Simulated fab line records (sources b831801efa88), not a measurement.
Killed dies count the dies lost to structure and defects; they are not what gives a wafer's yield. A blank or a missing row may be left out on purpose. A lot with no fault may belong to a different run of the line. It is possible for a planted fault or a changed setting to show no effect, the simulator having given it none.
A struck lot beside a sound one / flow sky130 / 32 out of 708 route steps
Sound: wafers L130.3, L130.4, L130.6. The struck wafers were L141.1, L141.2, L141.5. At the end, the cause is stated.
At each step with rows: each side's tool, then ch and its chambers, then its first start. Under that, the readings that differ: sound wafers / struck wafers / difference of the means / sigmas: that difference in standard deviations of wafers without a fault.
alike: words and numbers the same on both sides, and readings whose means are apart by under 2 such deviations; not compared: readings that were withheld, readings missing a value for some wafer, numbers with overlapping values and no deviation given by the record, and bounds like >300 which may hide the same value.
Wherever a step has rows on one side only, a row that says differs or no value, or a row with sigmas, the two part there. When numbers do not overlap yet have no deviation, they are printed without sigmas and do not part them. Lack of a reading on every wafer of one side parts them only where that side has two or more wafers.

first, 8 steps without rows for these wafers: SKY_LI_CONTACT_ETCH_14 (etches BARC in N2/H2, stops on SiO2, time 45.9 s, target depth 60 nm); SKY_LI_CONTACT_ETCH_15 (etches PSG in C4F8/O2/Ar, stops on Si, target depth 600 nm); SKY_LI_CONTACT_STRIP_16 (strips in O2/N2); SKY_LI_CONTACT_CLEAN_17 (cleans in NMP, time 600 s); SKY_LI_CONTACT_PRE_CLEAN_18 (time 5.6 s); SKY_LI_CONTACT_SPUTTER_19 (material Ti, target thk 20 nm, time 106.37 s); SKY_LI_CONTACT_SPUTTER_20 (material TiN, target thk 20 nm, time 80 s); SKY_LI_CONTACT_CVD_21 (deposits W, target thk 400 nm, time 120.56 s).
SKY_LI_CONTACT_CMP_24: polishes, stops on PSG, t overpolish 20 s, target thk 0 nm.
  sound on cmp-01 ch 1,2,3, day 31 20:05; struck on cmp-01 ch 0,1,2, day 35 09:59
  alike: motorCurrentA, overpolishRunS, timeToEndpointS
then, 22 steps without rows for these wafers: SKY_LOCAL_INTERCONNECT_SPUTTER_00 (material TiN, target thk 100 nm, time 83.3 s); SKY_LOCAL_INTERCONNECT_DEHYDRATE_03 (time 60 s); SKY_LOCAL_INTERCONNECT_HMDS_04 (prime time 60 s); SKY_LOCAL_INTERCONNECT_COAT_05 (resist thk 60 nm); SKY_LOCAL_INTERCONNECT_COAT_06 (resist thk 450 nm); SKY_LOCAL_INTERCONNECT_SOFTBAKE_07 (time 90 s); SKY_LOCAL_INTERCONNECT_EXPOSE_08 (exposes mask LI1M, target cd 170 nm); SKY_LOCAL_INTERCONNECT_PEB_09; SKY_LOCAL_INTERCONNECT_DEVELOP_10 (develop time 60 s); SKY_LOCAL_INTERCONNECT_ETCH_13 (etches BARC in N2/H2, stops on SiO2, time 45.9 s, target depth 60 nm); SKY_LOCAL_INTERCONNECT_METAL_ETCH_14 (etches TiN in Cl2/BCl3, stops on PSG, target depth 110 nm, time 31.4 s); SKY_LOCAL_INTERCONNECT_STRIP_15 (strips in O2/N2); SKY_LOCAL_INTERCONNECT_STRIP_16 (strips in post etch residue remover, time 1200 s); SKY_LOCAL_INTERCONNECT_CLEAN_17 (cleans in IPA, time 180 s); SKY_LOCAL_INTERCONNECT_CLEAN_18 (cleans in O3/DIW); SKY_CONTACT_CVD_00 (deposits Si3N4, target thk 75 nm); SKY_CONTACT_HDPCVD_02 (deposits SiO2, target thk 565 nm, time 94.2 s); SKY_CONTACT_CMP_04 (polishes SiO2); SKY_CONTACT_DEHYDRATE_06 (time 60 s); SKY_CONTACT_HMDS_07 (prime time 60 s); SKY_CONTACT_COAT_08 (resist thk 60 nm); SKY_CONTACT_COAT_09 (resist thk 450 nm).
-- the record jumps here: 15 days lie between the struck wafers' starts before and after (it left off in module CONTACT and takes up again in module PAD_OPEN, whose first step shown is number 708 of the route) --
SKY_PAD_OPEN_PROBE_99:
  sound on prober-02 at day 47 16:39; struck on prober-02 at day 50 04:18
reading=killedAtContacts; sound=28 31 34; struck=226 210 201; difference=+181; sigmas=+34
reading=killedDies; sound=77 87 97; struck=274 254 253; difference=+173; sigmas=+17
reading=killedOnRim; sound=21 22 19; struck=49 45 43; difference=+25; sigmas=+7
reading=killedShort; sound=38 42 41; struck=29 22 28; difference=-14; sigmas=-2
  alike: killed_at_M0_to_M3, killed_at_M4_up, killedAtFrontEnd, killedAtOther, killedOpen

WHERE THEY PART
Only at SKY_PAD_OPEN_PROBE_99, as far as this record shows.

WHY: what the simulator had put in
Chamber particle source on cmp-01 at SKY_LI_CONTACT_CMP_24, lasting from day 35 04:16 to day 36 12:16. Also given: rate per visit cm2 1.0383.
